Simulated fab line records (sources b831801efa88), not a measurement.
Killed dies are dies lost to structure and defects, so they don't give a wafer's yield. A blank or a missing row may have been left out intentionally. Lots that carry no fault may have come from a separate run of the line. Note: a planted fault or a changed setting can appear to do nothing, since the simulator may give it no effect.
Which tool was responsible? | flow sky130 | at 1 step of a route of 708, 10 lots with 29 wafers sampled

## WHAT THE GAUGES READ, wafer by wafer
SKY_SD_P_OVL_MEAS_08.
lot  | measured     | on         | SD_P_OVL (nm)
L229 | day 25 22:34 | overlay-02 | 2.3 0.4 -0.3
L232 | day 26 12:00 | overlay-01 | 2.2 2.0 1.7
L237 | day 28 02:49 | overlay-02 | 0.5 -2.3
L243 | day 30 17:54 | overlay-02 | 1.4 2.8 2.8
L245 | day 31 05:02 | overlay-02 | 3.4 2.2 2.8
L247 | day 31 17:41 | overlay-02 | 3.6 3.7 4.1
L248 | day 31 23:22 | overlay-01 | 0.8 -2.2 -0.7
L249 | day 32 01:26 | overlay-02 | 1.0 -0.8 1.5
L250 | day 32 16:13 | overlay-02 | -0.9 1.3 0.5
L252 | day 33 01:27 | overlay-01 | 0.0 1.6 0.3

## WHICH TOOL RAN EACH LOT (tool, then ch and the chambers of the sampled wafers, then the start)
The record holds no process step before these readings.

## WHAT THE TOOLS THEMSELVES READ (means of the sampled wafers that have a number; where no wafer has one, the mark that the record gives instead)
The record holds no such reading with a usual standard deviation.

## THE ANSWER, worked out from the rows above alone
Rule: usual is defined by the lots themselves. Put in order of their means at a reading, lots are off if they are a third of the lots or fewer, leave a main group of 4 or more, and stand apart from it by a gap of 3 or more times the standard deviation of the main group's means; of several such gaps the widest counts. A main group is skipped when, at the precision printed for the reading in the tables above, its means are all equal. Also off: a lot with no number at a reading for which 4 or more lots have one. The other lots that the step has rows for count as sound. The gauges are gone through in route order, then the tools' own readings, and for those a lot's mean is taken as printed above. At the first step where some lot is off, the reading lying furthest off is the one used; lots without a number count as furthest.
Nothing can be told from this: no lot is off at any reading shown.

## WHAT THE SIMULATOR HAD PUT IN
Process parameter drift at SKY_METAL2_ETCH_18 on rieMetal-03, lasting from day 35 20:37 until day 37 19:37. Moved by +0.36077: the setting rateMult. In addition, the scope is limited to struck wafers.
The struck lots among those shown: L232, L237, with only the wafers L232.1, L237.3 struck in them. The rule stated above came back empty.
